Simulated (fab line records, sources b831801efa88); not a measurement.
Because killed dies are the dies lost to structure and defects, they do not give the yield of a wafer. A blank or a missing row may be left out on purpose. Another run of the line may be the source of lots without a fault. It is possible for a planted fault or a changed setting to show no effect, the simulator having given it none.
Which tool was responsible? -- flow sky130 -- 45 wafers from 15 lots sampled at 2 of the route's 708 steps

## WHAT EACH GAUGE READ, for each wafer
No reading from a measuring or inspecting step in the record can be judged against a usual standard deviation.

## TOOL THAT RAN EACH LOT (tool first, then ch and the chambers of the sampled wafers, then the start)
lot,SKY_METAL4_ETCH_17,SKY_PAD_OPEN_PROBE_99
L737,"rie_diel-03 ch 0,1, day 42 01:23",-
L738,"rie_diel-03 ch 0,2,3, day 42 06:01",-
L741,"rie_diel-02 ch 0,2,3, day 43 20:27",-
L742,"rie_diel-02 ch 1,2,3, day 44 08:05",-
L744,"rie_diel-03 ch 1,2,3, day 44 14:39",-
L747,"rie_diel-02 ch 1,2,3, day 45 02:38",-
L745,"rie_diel-01 ch 0,3, day 45 04:32",-
L752,"rie_diel-03 ch 1,2, day 45 23:18",-
L753,"rie_diel-03 ch 1,2, day 46 04:22","prober-01, day 49 14:20"
L754,"rie_diel-03 ch 1,2, day 46 12:48",-
L755,"rie_diel-02 ch 0,2,3, day 46 23:24",-
L756,"rie_diel-02 ch 1,3, day 47 10:51",-
L758,"rie_diel-02 ch 2,3, day 47 13:09",-
L757,"rie_diel-01 ch 0,3, day 47 15:26",-
L759,"rie_diel-01 ch 0,1,2, day 47 19:35",-
- SKY_METAL4_ETCH_17: etches SiO2 in C4F8/O2/Ar, stops on TiN, time 3.9 s, target depth 15 nm.
- SKY_PAD_OPEN_PROBE_99

## AS READ BY THE TOOLS THEMSELVES (means over the sampled wafers that have a number; for cases with no such wafer, the mark the record gives instead)
SKY_METAL4_ETCH_17.
lot,tool,oes_product_au (a.u.),rf_fwd_power_W (W)
L737,rie_diel-03,0.751,1476
L738,rie_diel-03,0.760,1469
L741,rie_diel-02,0.759,1471
L742,rie_diel-02,0.756,1468
L744,rie_diel-03,0.751,1468
L747,rie_diel-02,0.757,1472
L745,rie_diel-01,0.756,1471
L752,rie_diel-03,0.762,1710
L753,rie_diel-03,0.756,1718
L754,rie_diel-03,0.755,1711
L755,rie_diel-02,0.755,1467
L756,rie_diel-02,0.755,1462
L758,rie_diel-02,0.749,1466
L757,rie_diel-01,0.763,1474
L759,rie_diel-01,0.754,1474

SKY_PAD_OPEN_PROBE_99.
lot,tool,defect_limited_yield (%),killed_at_M0_to_M3,killed_at_M4_up,killed_at_contacts,killed_at_front_end,killed_at_other,killed_dies,killed_open,killed_short,sort_bin_3_pad_short (%),sort_bin_5_function (%),sort_bin_6_memory (%),sort_n_pass,sort_yield_pct (%)
L753,prober-01,82.7,46,2.7,17,18,0.7,85,51,34,0.5,9.2,7.5,407,82.7

## THE ANSWER, worked out from the rows above alone
Rule: what is usual is taken from the lots themselves. The widest of any qualifying gaps counts: lots, ordered by their means at a reading, are off when they make up no more than a third of the lots, leave a main group of 4 or more, and stand apart from it by 3 or more times the standard deviation of that group's means. A main group whose means are all the same, to the digits that the tables above print for the reading, isn't used. Also off: a lot with no number at a reading for which 4 or more lots have one. Any other lot the step has rows for is counted as sound. After the gauges, taken in route order, come the tools' own readings; for these a lot's mean is taken, as printed above. The first step at which some lot is off is used, and at that step the reading that is off furthest; a lot without a number counts as furthest.
Off, at SKY_METAL4_ETCH_17 on rf_fwd_power_W: L752, L753, L754. The main group has a mean of 1470 W with a standard deviation of 3.8.
A tool fits if, at that step or a process step before it, it ran every lot that is off, and no sound lot after the first of them. One fits: rie_diel-03 at SKY_METAL4_ETCH_17. A fault onset in the window from L744 (day 44 14:39, its last sound lot) to L752 (day 45 23:18, its first lot off) fits.
The tool's own readings at SKY_METAL4_ETCH_17 bear it out: on the lots that are off they differ by more than 5 times the standard deviation of the sound lots' means. rf_fwd_power_W reads 1713 W there against 1470 W on the sound lots.

## WHAT THE SIMULATOR HAD INSERTED
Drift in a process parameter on rie_diel-03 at SKY_METAL4_ETCH_17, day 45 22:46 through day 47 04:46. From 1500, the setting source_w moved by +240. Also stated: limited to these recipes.
Shown lots that were struck: L752, L753, L754. The rule above found the same.
